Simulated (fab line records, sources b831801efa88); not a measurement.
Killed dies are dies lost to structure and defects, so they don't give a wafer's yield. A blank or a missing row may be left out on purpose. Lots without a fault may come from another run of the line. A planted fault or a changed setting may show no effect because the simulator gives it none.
Problem report in the 8D (eight disciplines) form, filled by code | flow gf180mcu | the parts of the form that need people (team, actions taken, sign-off) are left out

1. THE PROBLEM
DNWELL_TW at GF_DNWELL_TW_MEAS_09 reads a mean of 1522 on 6 wafers of 2 lots; wafers without a fault read 1362 with a standard deviation of 11. That is +15 standard deviations from the usual mean.
First seen on wafer L691.1, day 6 23:31, on film_metro-02. The record holds 39 wafers of 13 lots with a number at this step. Rule for "out", or "out of limits": more than 4 standard deviations from the usual mean. The other wafers with a number count as sound.

2. WHAT IT IS AND WHAT IT IS NOT
question                    | is                           | is not
which readings at this step | DNWELL_TW                    | -
which lots                  | L691, L694                   | L672, L674, L677, L679, L681, L682, L683, L685, L686, L693, L695
which wafers of those lots  | all that have a number       | -
read on which gauges        | film_metro-02, film_metro-04 | film_metro-01
when                        | from day 6 23:31             | up to then (27 sound wafers); but 6 sound wafers of L693, L695 came after

3. SUSPECTS, AND WHAT RULES EACH OUT
Counting: a tool at a process step up to the reading stays a suspect if it ran every lot that is out and no sound lot after the first of them.
- the gauge at GF_DNWELL_TW_MEAS_09: ruled out. The wafers that are out were read on 2 gauges (film_metro-02, film_metro-04).
- implanter-03 at GF_DNWELL_IMPLANT_07: kept. It ran every lot that is out, first L691 (day 6 23:16), and no sound lot after that; its last sound lot up to then is L685 (day 5 16:14). Its own readings are out on those wafers: tilt_deg.
Left after counting: implanter-03 at GF_DNWELL_IMPLANT_07.

4. THE CAUSE (what the simulator had put in)
Process parameter drift: implanter-03, from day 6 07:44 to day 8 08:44, at GF_DNWELL_IMPLANT_07. Setting tilt_deg, moved by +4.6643, from 0. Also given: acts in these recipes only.
Counting left only this tool.

5. THE CHAIN OF EFFECTS, in route order
Each row: a reading whose mean over the struck wafers that have a number lies more than 3 standard deviations from the usual. Only readings for which the record gives a usual standard deviation are gone through. hours: the time from each lot's start at the first step in this table that gives one to its start at this step, as a median over the lots. sigmas: the change in usual standard deviations.
hours | step                 | reading   | usual          | on struck wafers | change | sigmas
0     | GF_DNWELL_IMPLANT_07 | tilt_deg  | -0.006 degrees | 4.675            | +4.681 | +99 or more
0     | GF_DNWELL_TW_MEAS_09 | DNWELL_TW | 1362           | 1522             | +160   | +15
The process steps in it:
- GF_DNWELL_IMPLANT_07
Later measuring or inspecting steps at which every struck wafer that the step has a row for has a number for every such reading, and none has moved that far: GF_V1_THK_MEAS_01.

6. WHAT WOULD HAVE CAUGHT IT SOONER
In this record the first reading out of limits at a measuring or inspecting step was taken at day 6 23:31, 16 hours after the fault began at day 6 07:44.
The tool's own readings at GF_DNWELL_IMPLANT_07 were out on every struck wafer that the step has a row for (tilt_deg): an alarm limit on them would have fired on the first of those.
Of the lots that are out (2), L694 began GF_DNWELL_IMPLANT_07 on implanter-03 after day 6 23:31. A hold on the tool at that time would have spared it.
